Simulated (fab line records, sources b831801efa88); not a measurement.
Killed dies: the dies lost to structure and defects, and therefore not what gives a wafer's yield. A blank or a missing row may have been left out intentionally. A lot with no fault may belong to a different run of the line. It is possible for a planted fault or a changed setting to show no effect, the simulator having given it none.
Code-filled problem report in 8D (eight disciplines) form | flow sky130 | the parts of the form that need people (team, actions taken, sign-off) are left out

1. PROBLEM STATEMENT
Wafers free of any fault read 539 nm (standard deviation 7.1) for PASSIVATION_CVD_02_THK at SKY_PASSIVATION_THK_MEAS_03, against a mean of 816 nm on 2 wafers of 2 lots. Relative to the usual mean, that is a shift of +39 standard deviations.
The first sign was on wafer L742.4 at day 48 00:55, on filmMetro-02. At this step, 33 wafers from 11 lots have a number in the record. By rule, "out" or "out of limits" means more than 4 standard deviations away from the usual mean. The rest of the wafers with a number are treated as sound.

2. WHAT IT IS AND WHAT IT IS NOT
question                    | is                         | is not
which readings at this step | PASSIVATION_CVD_02_THK     | -
which lots                  | L742, L744                 | L727, L728, L729, L731, L732, L736, L746, L748, L750
which wafers of those lots  | L742.4, L744.2             | L742.3, L742.5, L744.4, L744.5
read on which gauges        | filmMetro-01, filmMetro-02 | filmMetro-04
when                        | from day 48 00:55          | up to then (20 sound wafers); but 11 sound wafers of L744, L746, L748, L750 came after

3. SUSPECTS, AND WHAT RULES EACH OUT
Counting: if a tool at a process step up to the reading ran every lot that is out, it stays a suspect. Sound lots after the first of them don't rule it out here, since some wafers of a struck lot are sound.
- the gauge at SKY_PASSIVATION_THK_MEAS_03 is ruled out. Those wafers that are out were read across 2 gauges (filmMetro-01, filmMetro-02).
- pvdSputter-04 at SKY_METAL5_SPUTTER_00 (material Ti, target thk 15 nm, time 10 s): kept. Every lot that is out went through it, the first being L742 (day 47 03:46); the last sound lot it ran before that was L729 (day 43 11:07).
- pvdSputter-04 at SKY_METAL5_SPUTTER_02 (material AlCu, target thk 1150 nm, time 61.2 s): kept. Every lot that is out went through it, the first being L742 (day 47 03:49); the last sound lot it ran before that was L729 (day 43 11:10).
- pecvd-01 at SKY_PASSIVATION_CVD_02 (deposits Si3N4, target thk 540 nm): kept. Every lot that is out went through it, the first being L742 (day 48 00:40); the last sound lot it ran before that was L736 (day 46 07:41).
- In pecvd-01 at SKY_PASSIVATION_CVD_02, the wafers that are out were processed in chamber 1 and their sound lot-mates in chambers 0, 2.
pvdSputter-04 at SKY_METAL5_SPUTTER_00, pvdSputter-04 at SKY_METAL5_SPUTTER_02 and pecvd-01 at SKY_PASSIVATION_CVD_02 are what is left after counting.

4. THE CAUSE (what the simulator had put in)
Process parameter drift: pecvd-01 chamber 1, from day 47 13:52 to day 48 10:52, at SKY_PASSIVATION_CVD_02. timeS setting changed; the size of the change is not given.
Of the 3 suspects that counting leaves, this tool is one.

5. SEQUENCE OF EFFECTS, ordered by route
Each row: a reading whose mean over the struck wafers that have a number lies more than 3 standard deviations from the usual. Readings are gone through only where the record gives a usual standard deviation; hours: the median, over the lots, of the time from a lot's start at the first step in this table giving one to that lot's start at this step; sigmas: the change measured in usual standard deviations.
hours | step                        | reading                | usual  | on struck wafers | change | sigmas
0     | SKY_PASSIVATION_THK_MEAS_03 | PASSIVATION_CVD_02_THK | 539 nm | 816              | +277   | +39
38    | SKY_PAD_OPEN_PROBE_99       | defectLimitedYield     | 82.5 % | 0.0              | -82.5  | -41
38    | SKY_PAD_OPEN_PROBE_99       | killedAtOther          | 0.2    | 407.5            | +407.3 | +99 or more
38    | SKY_PAD_OPEN_PROBE_99       | killedDies             | 86     | 492              | +406   | +42
38    | SKY_PAD_OPEN_PROBE_99       | killedOnRim            | 16     | 96               | +80    | +20
38    | SKY_PAD_OPEN_PROBE_99       | sort_bin_5_function    | 10.3 % | 93.1             | +82.8  | +55
38    | SKY_PAD_OPEN_PROBE_99       | sortNPass              | 406    | 0                | -406   | -42
38    | SKY_PAD_OPEN_PROBE_99       | sortYieldPct           | 82.5 % | 0.0              | -82.5  | -41
Process steps it contains:
- SKY_PAD_OPEN_PROBE_99

6. HOW IT WOULD HAVE BEEN CAUGHT EARLIER
11 hours passed between the start of the fault at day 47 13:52 and the first reading out of limits at a measuring or inspecting step in this record, taken at day 48 00:55.
Of the tool readings at SKY_PASSIVATION_CVD_02 for which the record gives a usual standard deviation, none was out on any struck wafer, so an alarm limit of 4 standard deviations on them would not have fired.
Lots out: 2; of these, L744 started SKY_PASSIVATION_CVD_02 on pecvd-01 after day 48 00:55. Putting the tool on hold at that point would have spared it.
